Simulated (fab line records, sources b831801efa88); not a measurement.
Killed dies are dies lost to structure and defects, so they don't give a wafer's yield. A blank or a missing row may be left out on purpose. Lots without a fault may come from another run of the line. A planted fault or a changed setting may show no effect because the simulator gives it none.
Which tool did it? | flow gf180mcu | 11 lots, 33 wafers sampled, at 3 steps of a route of 602

WHAT THE GAUGES READ, wafer by wafer
GF_M2_RS_MEAS_05: measures by four-point-probe.
lot  | measured     | on            | M2_ALCU_RS (ohm/sq)
L595 | day 18 01:47 | film_metro-01 | 0.0694 0.0699 0.0696
L596 | day 18 13:17 | film_metro-02 | 0.0684 0.0685 0.0692
L597 | day 19 17:10 | film_metro-01 | 0.0695 0.0703 0.0697
L598 | day 19 20:19 | film_metro-01 | 0.0686 0.0690 0.0692
L600 | day 20 05:24 | film_metro-02 | 0.0689 0.0698 0.0693
L607 | day 22 12:44 | film_metro-02 | 0.0692 0.0690 0.0693
L610 | day 23 17:29 | film_metro-01 | 0.0681 0.0681 0.0677
L612 | day 25 08:14 | film_metro-03 | 0.0693 0.0689 0.0694
L614 | day 25 10:23 | film_metro-02 | 0.0689 0.0689 0.0693
L617 | day 25 16:59 | film_metro-02 | 0.0703 0.0699 0.0699
L618 | day 26 12:05 | film_metro-03 | 0.0696 0.0700 0.0693

WHICH TOOL RAN EACH LOT (tool, then ch and the chambers of the sampled wafers, then the start)
lot  | GF_V1_CMP_26                  | GF_M2_SPUTTER_02
L595 | cmp-02 ch 0,2,3, day 18 01:19 | pvd_sputter-02, day 18 01:38
L596 | cmp-01 ch 0,3, day 18 12:46   | pvd_sputter-02, day 18 13:09
L597 | cmp-01 ch 0,3, day 19 16:38   | pvd_sputter-04, day 19 17:04
L598 | cmp-02 ch 0,1,2, day 19 19:54 | pvd_sputter-02, day 19 20:14
L600 | cmp-02 ch 0,1,2, day 20 04:52 | pvd_sputter-03, day 20 05:17
L607 | cmp-02 ch 1,2,3, day 22 12:13 | pvd_sputter-04, day 22 12:38
L610 | cmp-01 ch 0,2,3, day 23 16:56 | pvd_sputter-02, day 23 17:23
L612 | cmp-01 ch 0,1,3, day 25 07:41 | pvd_sputter-03, day 25 08:07
L614 | cmp-02 ch 0,1,3, day 25 09:52 | pvd_sputter-04, day 25 10:18
L617 | cmp-02 ch 0,1, day 25 16:31   | pvd_sputter-04, day 25 16:54
L618 | cmp-01 ch 0,2,3, day 26 11:34 | pvd_sputter-02, day 26 11:59
- GF_V1_CMP_26: polishes, stops on SiO2, t overpolish 15 s, target thk 0 nm.
- GF_M2_SPUTTER_02: material AlCu, target thk 450 nm, time 23.9 s.

THE ANSWER, worked out from the rows above alone
Rule: what is usual is taken from the lots themselves. Put in order of their means at a reading, lots are off if they are a third of the lots or fewer, leave a main group of 4 or more, and stand apart from it by a gap of 3 or more times the standard deviation of the main group's means; of several such gaps the widest counts. A main group whose means are all the same, to the digits that the tables above print for the reading, isn't used. A lot without any number at a reading at which 4 lots or more have one is off too. The other lots that the step has rows for count as sound.
No lot is off at any reading shown: from this, nothing can be told.

WHAT THE SIMULATOR HAD PUT IN
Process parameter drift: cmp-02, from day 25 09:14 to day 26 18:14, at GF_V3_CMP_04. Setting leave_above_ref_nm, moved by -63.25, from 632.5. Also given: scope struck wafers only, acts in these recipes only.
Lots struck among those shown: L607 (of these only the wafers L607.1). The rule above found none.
